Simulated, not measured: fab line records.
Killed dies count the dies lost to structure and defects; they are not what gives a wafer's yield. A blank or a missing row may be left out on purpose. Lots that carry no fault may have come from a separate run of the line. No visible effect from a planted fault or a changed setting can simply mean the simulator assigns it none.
fab line records	flow sky130
record lots=12	wafers=36	last-day=50
route steps=708 shown VIA3@596 METAL5@677 PASSIVATION@682 PAD_OPEN@696
lots that met no fault: taken from a fault-free run of the same line
start-h: the number of hours between the record's first day and the start of the first shown wafer of the lot	wait-h: how many hours have passed since the lot's step before this one	" unchanged from the row above	L1.1+2: one row covering several wafers at once	- either no value or no given start	* or withheld: withheld	< > ~ a bound
route shown NAME@n: NAME is a module with steps in the file, n the number in the route of the first one	usual: mean/standard deviation of fault-free wafers	same: alike in all rows	chamber/n: place in a boat	sites: readings site by site	_std_site: the values' standard deviation	_edge_site: outer sites' mean less inner sites'	radius-mm: for every site, how far away it sits from the centre of the wafer	mask NAME#n: copy n	behind: tool/chamber where the wafer was last shaped	hold: why the lot went on hold/how many hours it stayed there/how the hold came to an end	device: names the non-switching transistor (n, p or np)	end of line: the same wafers' tests at the end of the route	where a step has no rows: the recipe by itself	killed: dies lost to structure and defects at the first sort, not the wafer's yield	map: a wafer's dies, x killed, . not, _ none there
set.NAME: the setting the step ran with; set.NAME@STEP: the setting that earlier step ran with	model.NAME: the simulator's own value behind a step, which no gauge read
the route's steps for a sample of lots (tables are steps, rows are wafers)
services: when a tool's chamber went out of use (start-h, in hours from the record's first day, below 0 if earlier), for how many hours, and the reason
## steps
# step SKY_VIA3_THK_MEAS_23
# recipe thk-meas-gauge=xrf	reads=W_of_VIA3_CVD_21
# usual VIA3_W_THK=401/6.3
lot.wafer	tool	chamber	start-h	wait-h	VIA3_W_THK[nm]
L414.1	film-metro-03	-	942.35	0.1	398
L414.5	"	-	"	"	408
L414.6	"	-	"	"	399
L415.2	film-metro-02	-	946.92	0.1	395
L415.3	"	-	"	"	404
L415.4	"	-	"	"	398
L416.2	film-metro-03	-	949.16	0.1	399
L416.3	"	-	"	"	406
L416.5	"	-	"	"	402
L417.2	film-metro-01	-	971.34	0.1	387
L417.3	"	-	"	"	386
L417.5	"	-	"	"	398
L421.2	film-metro-03	-	994.60	0.1	409
L421.4	"	-	"	"	399
L421.5	"	-	"	"	401
L422.1	film-metro-02	-	1009.07	0.1	398
L422.3	"	-	"	"	413
L422.5	"	-	"	"	407
L423.3	film-metro-01	-	1012.01	0.1	397
L423.5	"	-	"	"	396
L423.6	"	-	"	"	399
L424.1	film-metro-03	-	1019.72	0.1	401
L424.2	"	-	"	"	410
L424.4	"	-	"	"	394
L425.4	film-metro-03	-	1020.10	0.1	394
L425.5	"	-	"	"	407
L425.6	"	-	"	"	398
L433.1	film-metro-03	-	1068.96	0.1	401
L433.3	"	-	"	"	394
L433.5	"	-	"	"	401
L434.2	film-metro-01	-	1072.07	0.1	398
L434.3	"	-	"	"	394
L434.6	"	-	"	"	395
L435.2	film-metro-01	-	1084.75	0.1	406
L435.3	"	-	"	"	405
L435.5	"	-	"	"	400
# step SKY_METAL5_STRIP_16
# recipe chemistry=O2/N2	power-w=1400	pressure-mtorr=1500	platen-temp-c=withheld	o2-flow-sccm=3000	n2-flow-sccm=300	overash-fraction=0.5
# usual chamber-pressure-mTorr=1500.0/1.3	drypump-motor-current-A=6.0/0.4	oes-product-au=0.710/0.0045	strip-time-to-endpoint-s=13.12/0.11
lot.wafer	tool	chamber	start-h	wait-h	chamber-pressure-mTorr	drypump-motor-current-A	oes-product-au	rf-hours-counter-h	strip-time-to-endpoint-s
L414.1	plasma-asher-03	1	1037.79	0.2	1502.5	6.4	0.708	61	13.03
L414.5	"	1	"	"	1500.8	6.4	0.710	-	13.12
L414.6	"	0	"	"	1500.6	5.9	0.712	-	13.10
L415.2	plasma-asher-04	1	1044.88	0.2	1499.6	6.0	0.709	90	13.05
L415.3	"	1	"	"	1499.3	6.0	0.712	-	13.02
L415.4	"	0	"	"	1499.2	5.6	0.713	-	13.09
L416.2	plasma-asher-01	0	1046.66	0.2	1499.0	5.4	0.702	121	13.25
L416.3	"	1	"	"	1502.6	6.6	0.713	-	13.26
L416.5	"	0	"	"	1499.0	5.4	0.710	-	13.22
L417.2	plasma-asher-03	0	1067.66	0.2	1500.5	5.9	0.709	64	13.22
L417.3	"	0	"	"	1503.7	6.0	0.701	-	13.22
L417.5	"	1	"	"	1498.4	6.4	0.716	-	13.16
L421.2	plasma-asher-01	0	1086.06	0.2	1499.8	5.4	0.714	2	13.11
L421.4	"	1	"	"	1498.8	6.6	0.707	-	13.16
L421.5	"	1	"	"	1499.5	6.5	0.711	-	13.19
L422.1	plasma-asher-03	0	1099.88	0.2	1500.1	5.9	0.715	67	13.18
L422.3	"	1	"	"	1502.6	6.4	0.701	-	13.15
L422.5	"	0	"	"	1498.6	5.9	0.717	-	13.17
L423.3	plasma-asher-04	0	1102.22	0.1	1500.0	5.6	0.718	-	13.11
L423.5	"	1	"	"	1501.3	6.0	0.714	-	13.05
L423.6	"	0	"	"	1501.0	5.6	0.708	-	13.13
L424.1	plasma-asher-04	1	1109.35	0.4	1500.4	6.0	0.709	97	13.11
L424.2	"	0	"	"	1500.3	5.6	0.715	97	13.22
L424.4	"	0	"	"	1499.1	5.6	0.717	-	13.17
L425.4	plasma-asher-01	1	1110.46	0.1	1498.6	6.6	0.712	-	12.94
L425.5	"	0	"	"	1500.4	5.4	0.707	-	13.07
L425.6	"	1	"	"	1497.8	6.6	0.711	-	13.04
L433.1	plasma-asher-03	0	1152.16	0.2	1499.0	6.0	0.699	72	12.94
L433.3	"	1	"	"	1498.8	6.4	0.709	-	13.08
L433.5	"	0	"	"	1498.9	5.9	0.715	-	13.03
L434.2	plasma-asher-04	0	1155.69	0.2	1500.3	5.6	0.708	101	13.14
L434.3	"	1	"	"	1497.5	6.0	0.704	-	13.11
L434.6	"	0	"	"	1498.6	5.6	0.711	-	12.95
L435.2	plasma-asher-04	0	1166.09	0.2	1500.9	5.6	0.709	102	13.21
L435.3	"	0	"	"	1498.3	5.6	0.720	-	13.13
L435.5	"	1	"	"	1501.1	6.0	0.712	-	13.11
# step SKY_PASSIVATION_THK_MEAS_01
# recipe reads=SiO2_of_PASSIVATION_CVD_00
# usual PASSIVATION_CVD_00_THK=89.9/1
lot.wafer	tool	chamber	start-h	wait-h	PASSIVATION_CVD_00_THK[nm]
L414.1	film-metro-02	-	1038.40	-	88.2
L414.5	"	-	"	"	89.2
L414.6	"	-	"	"	89.7
L415.2	film-metro-01	-	1045.70	-	89.3
L415.3	"	-	"	"	88.7
L415.4	"	-	"	"	91.1
L416.2	film-metro-02	-	1047.29	-	88.2
L416.3	"	-	"	"	88.5
L416.5	"	-	"	"	90.0
L417.2	film-metro-02	-	1068.28	-	89.1
L417.3	"	-	"	"	90.2
L417.5	"	-	"	"	90.9
L421.2	film-metro-03	-	1086.68	-	89.8
L421.4	"	-	"	"	92.4
L421.5	"	-	"	"	91.3
L422.1	film-metro-03	-	1100.93	-	90.1
L422.3	"	-	"	"	88.6
L422.5	"	-	"	"	90.2
L423.3	film-metro-02	-	1102.83	-	90.1
L423.5	"	-	"	"	90.0
L423.6	"	-	"	"	90.1
L424.1	film-metro-03	-	1109.96	-	89.0
L424.2	"	-	"	"	87.6
L424.4	"	-	"	"	91.8
L425.4	film-metro-03	-	1111.07	-	92.2
L425.5	"	-	"	"	91.8
L425.6	"	-	"	"	90.8
L433.1	film-metro-02	-	1152.78	-	89.6
L433.3	"	-	"	"	89.6
L433.5	"	-	"	"	91.8
L434.2	film-metro-03	-	1156.31	-	88.8
L434.3	"	-	"	"	89.4
L434.6	"	-	"	"	89.5
L435.2	film-metro-01	-	1166.71	-	88.2
L435.3	"	-	"	"	88.5
L435.5	"	-	"	"	91.0
# step SKY_PAD_OPEN_COAT_02
# recipe spin-rpm=2000	resist-thk-nm=3000
# usual exhaust-pa=44.9/0.9	spin-speed-rpm=1999.8/1.2
lot.wafer	tool	chamber	start-h	wait-h	exhaust-pa	spin-speed-rpm
L414.1	litho-track-01	0	1070.31	0.1	45.8	1997.5
L414.5	"	0	"	"	45.7	1998.1
L414.6	"	0	"	"	44.4	1999.6
L415.2	litho-track-01	0	1078.14	0.1	43.9	1999.8
L415.3	"	0	"	"	43.0	1999.1
L415.4	"	0	"	"	43.8	1998.7
L416.2	litho-track-04	0	1079.96	0.1	45.7	2001.6
L416.3	"	0	"	"	46.5	1999.6
L416.5	"	0	"	"	44.4	1999.9
L417.2	litho-track-02	0	1099.58	0.1	44.4	2000.0
L417.3	"	0	"	"	44.3	1999.7
L417.5	"	0	"	"	44.8	1999.2
L421.2	litho-track-01	0	1116.54	0.1	45.6	2000.7
L421.4	"	0	"	"	43.2	2000.0
L421.5	"	0	"	"	46.5	2001.7
L422.1	litho-track-02	0	1131.06	0.1	45.0	2000.6
L422.3	"	0	"	"	44.1	2000.8
L422.5	"	0	"	"	44.9	2000.5
L423.3	litho-track-02	0	1132.41	0.1	45.6	1998.0
L423.5	"	0	"	"	45.7	1999.1
L423.6	"	0	"	"	44.6	1996.5
L424.1	litho-track-01	0	1139.11	0.1	45.7	1999.7
L424.2	"	0	"	"	45.5	2001.6
L424.4	"	0	"	"	45.3	1999.5
L425.4	litho-track-01	0	1139.84	0.1	44.7	2000.6
L425.5	"	0	"	"	44.1	1999.9
L425.6	"	0	"	"	44.1	2000.1
L433.1	litho-track-02	0	1178.56	0.1	45.0	2094.0
L433.3	"	0	"	"	44.9	2094.6
L433.5	"	0	"	"	45.1	2092.6
L434.2	litho-track-02	0	1181.48	0.1	45.4	2093.5
L434.3	"	0	"	"	44.6	2094.4
L434.6	"	0	"	"	46.0	2093.7
L435.2	litho-track-01	0	1190.84	0.1	44.1	1998.7
L435.3	"	0	"	"	44.2	1999.1
L435.5	"	0	"	"	44.0	1999.0
# step SKY_PAD_OPEN_PROBE_99
# usual defect-limited-yield=82.8/1.9	killed_at_M0_to_M3=42/6.9	killed_at_M4_up=3.2/1.7	killed-at-contacts=23/5.5	killed-at-front-end=16/4	killed-at-other=0.4/0.55	killed-dies=85/9.2	killed-open=46/6.8	killed-short=38/6.2	sort_bin_3_pad_short=0.9/0.4	sort_bin_5_function=10.2/1.5	sort_bin_6_memory=6.2/1.1	sort-n-pass=407/9.2	sort-yield-pct=82.8/1.9
# same gross-dies=492	killed-at-back-side=0	sort_bin_4_leakage[%]=0	sort_bin_8_speed[%]=0
lot.wafer	tool	chamber	start-h	wait-h	defect-limited-yield[%]	killed_at_M0_to_M3	killed_at_M4_up	killed-at-contacts	killed-at-front-end	killed-at-other	killed-dies	killed-open	killed-short	sort_bin_3_pad_short[%]	sort_bin_5_function[%]	sort_bin_6_memory[%]	sort-n-pass	sort-yield-pct[%]
L414.1	prober-02	-	1083.38	0.1	87.2	34	2	18	9	0	63	32	31	0.6	7.5	4.7	429	87.2
L414.5	prober-02	-	1083.58	0.2	81.3	44	4	25	18	1	92	46	45	0.4	11.6	6.7	400	81.3
L414.6	prober-02	-	1083.63	0.2	85.8	30	3	19	16	2	70	36	34	1.0	7.5	5.7	422	85.8
L415.2	prober-01	-	1091.01	0.1	83.5	42	3	18	18	0	81	44	36	0.6	7.9	7.9	411	83.5
L415.3	prober-01	-	1091.06	0.2	82.7	45	3	22	15	0	85	45	38	0.8	10.4	6.1	407	82.7
L415.4	prober-01	-	1091.11	0.2	84.1	40	3	18	17	0	78	42	36	1.2	9.8	4.9	414	84.1
L416.2	prober-02	-	1092.68	0.1	80.1	53	2	27	16	0	98	52	46	1.0	11.2	7.7	394	80.1
L416.3	prober-02	-	1092.73	0.2	82.9	40	2	29	13	0	84	45	39	0.8	9.3	6.9	408	82.9
L416.5	prober-02	-	1092.83	0.2	84.8	41	4	19	10	1	75	40	35	0.6	9.3	5.3	417	84.8
L417.2	prober-01	-	1112.23	0.1	82.5	40	4	28	13	1	86	39	46	0.4	11.2	5.9	406	82.5
L417.3	prober-01	-	1112.28	0.2	84.3	33	3	20	21	0	77	46	31	0.6	9.1	5.9	415	84.3
L417.5	prober-01	-	1112.38	0.2	81.5	39	7	27	17	1	91	47	43	1.4	8.9	8.1	401	81.5
L421.2	prober-02	-	1129.25	0.1	85.8	37	4	20	8	1	70	37	33	1.0	6.9	6.3	422	85.8
L421.4	prober-02	-	1129.35	0.2	84.1	47	1	20	10	0	78	44	34	0.8	10.4	4.7	414	84.1
L421.5	prober-02	-	1129.40	0.2	82.7	36	6	31	12	0	85	55	30	1.0	11.4	4.9	407	82.7
L422.1	prober-01	-	1142.73	0.1	83.5	33	3	24	20	1	81	38	43	0.6	9.1	6.7	411	83.5
L422.3	prober-01	-	1142.83	0.2	83.7	37	4	28	11	0	80	53	27	0.6	9.1	6.5	412	83.7
L422.5	prober-01	-	1142.93	0.2	80.1	46	1	28	23	0	98	54	44	0.8	10.8	8.3	394	80.1
L423.3	prober-01	-	1144.66	0.2	81.5	48	4	25	14	0	91	49	42	1.0	10.6	6.9	401	81.5
L423.5	prober-01	-	1144.76	0.2	85.6	36	5	19	11	0	71	35	36	0.6	9.6	4.3	421	85.6
L423.6	prober-01	-	1144.81	0.2	84.1	43	1	14	20	0	78	49	29	0.8	9.3	5.7	414	84.1
L424.1	prober-02	-	1151.43	0.1	84.8	31	3	19	21	1	75	29	46	1.4	10.0	3.9	417	84.8
L424.2	prober-02	-	1151.48	0.1	83.7	31	4	24	21	0	80	45	35	0.6	10.4	5.3	412	83.7
L424.4	prober-02	-	1151.58	0.2	80.1	38	3	36	21	0	98	48	50	0.4	12.4	7.1	394	80.1
L425.4	prober-01	-	1152.51	0.2	84.3	36	5	18	18	0	77	41	36	0.8	8.3	6.5	415	84.3
L425.5	prober-01	-	1152.56	0.2	85.4	27	2	28	14	1	72	38	33	1.2	8.1	5.3	420	85.4
L425.6	prober-01	-	1152.61	0.2	81.9	46	6	27	10	0	89	52	37	0.2	12.2	5.7	403	81.9
L433.1	prober-01	-	1190.13	0.1	86.0	37	4	19	9	0	69	42	27	1.2	8.3	4.5	423	86.0
L433.3	prober-01	-	1190.23	0.2	82.5	43	1	22	20	0	86	43	43	1.0	10.8	5.7	406	82.5
L433.5	prober-01	-	1190.33	0.2	82.5	45	6	18	16	1	86	54	31	1.2	10.0	6.3	406	82.5
L434.2	prober-02	-	1191.93	0.1	81.9	43	7	24	14	1	89	50	39	1.6	11.8	4.7	403	81.9
L434.3	prober-02	-	1191.98	0.2	82.3	42	2	21	21	1	87	47	40	0.8	10.2	6.7	405	82.3
L434.6	prober-02	-	1192.13	0.2	86.6	28	1	20	15	2	66	36	30	0.6	7.3	5.5	426	86.6
L435.2	prober-01	-	1200.71	0.1	85.2	39	4	13	17	0	73	38	35	0.8	7.7	6.3	419	85.2
L435.3	prober-01	-	1200.76	0.2	82.3	48	3	20	15	1	87	47	38	0.8	9.3	7.5	405	82.3
L435.5	prober-01	-	1200.86	0.2	81.7	39	7	24	18	2	90	41	45	1.6	9.1	7.5	402	81.7
# killed by level:class
L414.1 CONTACT:geometric-particle:open=9 VIA2:geometric-particle:open=7 VIA1:geometric-particle:open=5 LOCAL_INTERCONNECT:geometric-particle:short=4 METAL2:geometric-particle:short=4 VIA3:geometric-particle:open=4 FIELD_ISO:geometric-particle:short=3 CONTACT:geometric-particle:short=3
L414.5 LI_CONTACT:geometric-particle:open=9 VIA1:geometric-particle:open=8 METAL1:geometric-particle:short=7 CONTACT:geometric-particle:open=6 VIA2:geometric-particle:open=6 VIA1:geometric-particle:short=5 METAL2:geometric-particle:short=5 VIA3:geometric-particle:open=5
L414.6 CONTACT:geometric-particle:open=8 VIA1:geometric-particle:open=6 LI_CONTACT:geometric-particle:open=5 VIA2:geometric-particle:open=5 FIELD_ISO:geometric-particle:short=4 POLY_GATE:geometric-particle:short=4 METAL1:geometric-particle:short=4 METAL3:geometric-particle:short=4
L415.2 CONTACT:geometric-particle:open=10 VIA1:geometric-particle:open=7 VIA2:geometric-particle:open=7 VIA3:geometric-particle:open=7 METAL2:geometric-particle:short=5 FIELD_ISO:geometric-particle:short=4 POLY_GATE:geometric-particle:short=4 METAL1:geometric-particle:short=4
L415.3 CONTACT:geometric-particle:open=8 VIA2:geometric-particle:open=8 LI_CONTACT:geometric-particle:open=6 VIA1:geometric-particle:short=6 VIA1:geometric-particle:open=6 VIA3:geometric-particle:open=6 CONTACT:geometric-particle:short=5 FIELD_ISO:geometric-particle:open=4
L415.4 VIA1:geometric-particle:open=11 VIA1:geometric-particle:short=7 FIELD_ISO:geometric-particle:short=6 CONTACT:geometric-particle:open=6 LI_CONTACT:geometric-particle:open=5 VIA2:geometric-particle:open=5 METAL2:geometric-particle:short=5 POLY_GATE:geometric-particle:open=4
L416.2 VIA1:geometric-particle:open=15 CONTACT:geometric-particle:short=8 METAL1:geometric-particle:short=7 CONTACT:geometric-particle:open=6 VIA3:geometric-particle:open=6 LOCAL_INTERCONNECT:geometric-particle:short=5 METAL2:geometric-particle:short=5 VIA2:geometric-particle:open=5
L416.3 LI_CONTACT:geometric-particle:open=10 CONTACT:geometric-particle:open=9 VIA1:geometric-particle:open=8 VIA2:geometric-particle:open=8 FIELD_ISO:geometric-particle:short=5 METAL1:geometric-particle:short=5 POLY_GATE:geometric-particle:short=4 LOCAL_INTERCONNECT:geometric-particle:short=4
L416.5 CONTACT:geometric-particle:open=10 VIA1:geometric-particle:open=8 VIA3:geometric-particle:open=6 METAL1:geometric-particle:short=5 VIA2:geometric-particle:short=5 VIA3:geometric-particle:short=5 VIA2:geometric-particle:open=4 POLY_GATE:geometric-particle:short=3
L417.2 LI_CONTACT:geometric-particle:open=10 CONTACT:geometric-particle:short=9 CONTACT:geometric-particle:open=8 VIA2:geometric-particle:short=7 METAL1:geometric-particle:short=6 VIA2:geometric-particle:open=6 POLY_GATE:geometric-particle:short=5 VIA1:geometric-particle:short=5
L417.3 VIA1:geometric-particle:open=10 LI_CONTACT:geometric-particle:open=9 CONTACT:geometric-particle:open=7 POLY_GATE:geometric-particle:short=6 METAL2:geometric-particle:short=6 POLY_GATE:geometric-particle:open=5 VIA2:geometric-particle:open=5 FIELD_ISO:geometric-particle:short=4
L417.5 LI_CONTACT:geometric-particle:open=7 VIA3:geometric-particle:open=7 METAL1:geometric-particle:short=6 CONTACT:geometric-particle:open=6 VIA1:geometric-particle:open=6 METAL2:geometric-particle:short=6 FIELD_ISO:geometric-particle:open=5 LI_CONTACT:geometric-particle:short=5
L421.2 VIA1:geometric-particle:open=11 LI_CONTACT:geometric-particle:open=6 CONTACT:geometric-particle:open=6 CONTACT:geometric-particle:short=5 METAL1:geometric-particle:short=5 METAL3:geometric-particle:short=5 FIELD_ISO:geometric-particle:open=4 METAL4:geometric-particle:short=3
L421.4 METAL1:geometric-particle:short=10 CONTACT:geometric-particle:open=8 VIA1:geometric-particle:open=8 VIA2:geometric-particle:open=8 CONTACT:geometric-particle:short=6 VIA3:geometric-particle:open=6 FIELD_ISO:geometric-particle:open=4 LI_CONTACT:geometric-particle:open=4
L421.5 CONTACT:geometric-particle:open=14 VIA1:geometric-particle:open=11 LI_CONTACT:geometric-particle:open=6 VIA3:geometric-particle:open=6 FIELD_ISO:geometric-particle:open=4 LOCAL_INTERCONNECT:geometric-particle:open=4 CONTACT:geometric-particle:short=4 METAL1:geometric-particle:short=4
L422.1 CONTACT:geometric-particle:open=10 VIA1:geometric-particle:open=9 METAL1:geometric-particle:short=7 POLY_GATE:geometric-particle:short=5 LI_CONTACT:geometric-particle:short=5 METAL3:geometric-particle:short=5 FIELD_ISO:geometric-particle:short=4 SPACER:geometric-particle:open=4
L422.3 CONTACT:geometric-particle:open=12 VIA1:geometric-particle:open=11 VIA3:geometric-particle:open=7 LI_CONTACT:geometric-particle:open=6 VIA2:geometric-particle:open=6 POLY_GATE:geometric-particle:open=4 CONTACT:geometric-particle:short=4 METAL4:geometric-particle:short=4
L422.5 VIA1:geometric-particle:open=12 CONTACT:geometric-particle:open=10 FIELD_ISO:geometric-particle:short=7 VIA3:geometric-particle:open=7 POLY_GATE:geometric-particle:open=7 LI_CONTACT:geometric-particle:open=6 CONTACT:geometric-particle:short=6 VIA1:geometric-particle:short=6
L423.3 VIA1:geometric-particle:open=11 VIA2:geometric-particle:open=9 CONTACT:geometric-particle:open=8 METAL2:geometric-particle:short=7 LI_CONTACT:geometric-particle:open=6 VIA1:geometric-particle:short=6 LI_CONTACT:geometric-particle:short=4 CONTACT:geometric-particle:short=4
L423.5 VIA1:geometric-particle:open=7 VIA3:geometric-particle:open=7 CONTACT:geometric-particle:open=6 VIA3:geometric-particle:short=5 METAL1:geometric-particle:short=5 METAL2:geometric-particle:short=4 CONTACT:geometric-particle:short=4 METAL4:geometric-particle:short=4
L423.6 VIA1:geometric-particle:open=12 CONTACT:geometric-particle:open=6 VIA1:geometric-particle:short=6 VIA2:geometric-particle:open=6 VIA3:geometric-particle:open=6 FIELD_ISO:geometric-particle:open=5 POLY_GATE:geometric-particle:open=4 METAL1:geometric-particle:short=4
L424.1 VIA1:geometric-particle:short=6 POLY_GATE:geometric-particle:open=5 POLY_GATE:geometric-particle:short=5 VIA2:geometric-particle:short=5 VIA3:geometric-particle:open=5 CONTACT:geometric-particle:open=4 LOCAL_INTERCONNECT:geometric-particle:short=4 CONTACT:geometric-particle:short=4
L424.2 CONTACT:geometric-particle:open=10 VIA1:geometric-particle:open=10 LI_CONTACT:geometric-particle:open=6 FIELD_ISO:geometric-particle:short=5 VIA1:geometric-particle:short=5 POLY_GATE:geometric-particle:open=5 VIA2:geometric-particle:open=5 POLY_GATE:geometric-particle:short=4
L424.4 CONTACT:geometric-particle:open=10 FIELD_ISO:geometric-particle:short=9 LI_CONTACT:geometric-particle:open=9 VIA1:geometric-particle:open=9 METAL1:geometric-particle:short=8 POLY_GATE:geometric-particle:short=7 LI_CONTACT:geometric-particle:short=7 VIA2:geometric-particle:open=6
L425.4 VIA3:geometric-particle:open=12 VIA1:geometric-particle:open=7 POLY_GATE:geometric-particle:short=6 POLY_GATE:geometric-particle:open=5 CONTACT:geometric-particle:open=5 VIA2:geometric-particle:open=5 CONTACT:geometric-particle:short=4 METAL4:geometric-particle:short=4
L425.5 LI_CONTACT:geometric-particle:open=10 VIA3:geometric-particle:open=7 CONTACT:geometric-particle:open=6 VIA1:geometric-particle:short=5 FIELD_ISO:geometric-particle:short=4 LOCAL_INTERCONNECT:geometric-particle:short=4 CONTACT:geometric-particle:short=4 FIELD_ISO:geometric-particle:open=3
L425.6 VIA1:geometric-particle:open=11 CONTACT:geometric-particle:open=8 VIA2:geometric-particle:open=7 VIA3:geometric-particle:open=7 CONTACT:geometric-particle:short=6 LI_CONTACT:geometric-particle:open=5 METAL2:geometric-particle:short=5 VIA3:geometric-particle:short=5
L433.1 VIA1:geometric-particle:open=14 CONTACT:geometric-particle:open=6 LOCAL_INTERCONNECT:geometric-particle:short=5 CONTACT:geometric-particle:short=4 METAL1:geometric-particle:short=4 METAL2:geometric-particle:short=4 FIELD_ISO:geometric-particle:open=3 VIA2:geometric-particle:open=3
L433.3 VIA1:geometric-particle:open=15 VIA1:geometric-particle:short=7 METAL2:geometric-particle:short=7 POLY_GATE:geometric-particle:short=6 LI_CONTACT:geometric-particle:open=6 CONTACT:geometric-particle:open=5 FIELD_ISO:geometric-particle:open=4 POLY_GATE:geometric-particle:open=4
L433.5 VIA1:geometric-particle:open=14 VIA2:geometric-particle:open=8 CONTACT:geometric-particle:open=7 LI_CONTACT:geometric-particle:open=6 METAL1:geometric-particle:short=6 VIA3:geometric-particle:open=5 VIA3:geometric-particle:short=4 FIELD_ISO:geometric-particle:open=3
L434.2 VIA1:geometric-particle:open=15 CONTACT:geometric-particle:open=9 LI_CONTACT:geometric-particle:open=8 FIELD_ISO:geometric-particle:short=6 METAL4:geometric-particle:short=6 VIA1:geometric-particle:short=6 VIA2:geometric-particle:open=6 CONTACT:geometric-particle:short=5
L434.3 LI_CONTACT:geometric-particle:open=10 VIA1:geometric-particle:open=7 VIA2:geometric-particle:open=7 VIA3:geometric-particle:short=6 VIA3:geometric-particle:open=6 POLY_CUT:geometric-particle:open=5 CONTACT:geometric-particle:open=5 VIA1:geometric-particle:short=5
L434.6 LI_CONTACT:geometric-particle:open=9 CONTACT:geometric-particle:open=7 VIA1:geometric-particle:open=5 METAL2:geometric-particle:short=5 VIA3:geometric-particle:open=4 FIELD_ISO:geometric-particle:short=3 POLY_CUT:geometric-particle:short=3 CONTACT:geometric-particle:short=3
L435.2 VIA1:geometric-particle:open=10 LI_CONTACT:geometric-particle:open=7 VIA2:geometric-particle:open=7 POLY_GATE:geometric-particle:short=5 POLY_GATE:geometric-particle:open=5 FIELD_ISO:geometric-particle:short=4 METAL1:geometric-particle:short=4 VIA3:geometric-particle:open=4
L435.3 VIA1:geometric-particle:open=9 CONTACT:geometric-particle:open=9 VIA2:geometric-particle:open=8 VIA3:geometric-particle:open=6 LI_CONTACT:geometric-particle:open=5 METAL2:geometric-particle:short=5 METAL1:geometric-particle:short=4 VIA1:geometric-particle:short=4
L435.5 VIA1:geometric-particle:open=11 VIA1:geometric-particle:short=8 CONTACT:geometric-particle:short=7 CONTACT:geometric-particle:open=7 METAL4:geometric-particle:short=7 POLY_GATE:geometric-particle:open=6 LI_CONTACT:geometric-particle:open=6 POLY_GATE:geometric-particle:short=5
## services
tool	chamber	start-h	hours	kind
plasma-asher-04	-	1017.93	1.2	repair
plasma-asher-01	-	1055.25	9.0	pm
plasma-asher-01	0	1055.25	9.0	vent-cycle
plasma-asher-01	1	1055.25	9.0	vent-cycle
plasma-asher-01	0	1064.25	-	clean
plasma-asher-01	1	1064.25	-	clean
litho-track-04	-	1086.22	-	consumable-replace:filter
## key
first-sign step=SKY_PAD_OPEN_COAT_02	reading=spin-speed-rpm	direction=up	sigmas=75	usual=1999.8	struck=2093.8
effect none on later readings
met-at SKY_PAD_OPEN_COAT_02
struck-lots L433,L434
not-acting-at SKY_VIA3_THK_MEAS_23,SKY_METAL5_STRIP_16,SKY_PASSIVATION_THK_MEAS_01
onset-between 1132.41 1178.56
fault kind=process-parameter-drift	tool=litho-track-02	chamber=-	onset-h=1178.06	steps=SKY_PAD_OPEN_COAT_02	channel=spin-rpm	offset=94.055	shape=step	end-h=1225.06	acts-in=these-recipes-only	stated=2000
